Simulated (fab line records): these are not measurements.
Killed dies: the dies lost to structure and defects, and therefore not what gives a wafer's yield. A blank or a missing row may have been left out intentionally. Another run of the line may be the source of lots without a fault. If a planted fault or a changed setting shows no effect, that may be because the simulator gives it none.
Chamber matching + flow gf180mcu + GF_V4_CVD_02 on pecvd-03: 3 sister chambers
The step deposits SiO2 from TEOS, target thk 850 nm, time 94.851 s. 6 wafers are shown with their chamber, then 12 later ones without.

## WAFERS PAIRED WITH THEIR CHAMBERS
| wafer  | chamber | heater-power-w (W) |
|--------|---------|--------------------|
| L086.4 | 1       | 674                |
| L086.5 | 0       | 679                |
| L086.6 | 2       | 614                |
| L087.1 | 0       | 631                |
| L087.2 | 1       | 801                |
| L087.3 | 2       | 574                |

## WAFERS WITHOUT THEIR CHAMBER
| wafer  | heater-power-w (W) |
|--------|--------------------|
| L087.4 | 698                |
| L087.5 | 814                |
| L087.6 | 615                |
| L091.2 | 575                |
| L091.4 | 607                |
| L091.5 | 675                |
| L094.1 | 795                |
| L094.2 | 671                |
| L094.3 | 538                |
| L094.4 | 581                |
| L094.5 | 740                |
| L094.6 | 638                |

## EACH ONE'S CHAMBER
| wafer  | from the rows above          | in truth |
|--------|------------------------------|----------|
| L087.4 | can't be placed: 1 or 0 or 2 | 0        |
| L087.5 | can't be placed: 1 or 0      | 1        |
| L087.6 | can't be placed: 2 or 0 or 1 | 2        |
| L091.2 | can't be placed: 2 or 0      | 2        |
| L091.4 | can't be placed: 2 or 0      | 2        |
| L091.5 | can't be placed: 0 or 1 or 2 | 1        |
| L094.1 | can't be placed: 1 or 0      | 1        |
| L094.2 | can't be placed: 0 or 1 or 2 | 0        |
| L094.3 | can't be placed: 2 or 0      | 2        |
| L094.4 | can't be placed: 2 or 0      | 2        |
| L094.5 | can't be placed: 1 or 0      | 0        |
| L094.6 | can't be placed: 0 or 2 or 1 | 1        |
Correctly placed: 0 of 12. Unplaceable from these rows: 12, with the true chamber sitting among the candidates in 12. Number placed wrongly: 0.
How it was worked out, from the rows above alone: a wafer's distance from a chamber is the root of the sum, over the readings, of the square of ((its reading less the chamber's mean) divided by the reading's scatter). If the next closest chamber is less than 2 further off than the closest, the wafer can't be placed; otherwise it belongs to the closest. A chamber's mean is the mean of its shown wafers. The scatter: the root of (the sum of the squares of (reading less its chamber's mean) over the shown wafers, divided by (wafers less chambers)).
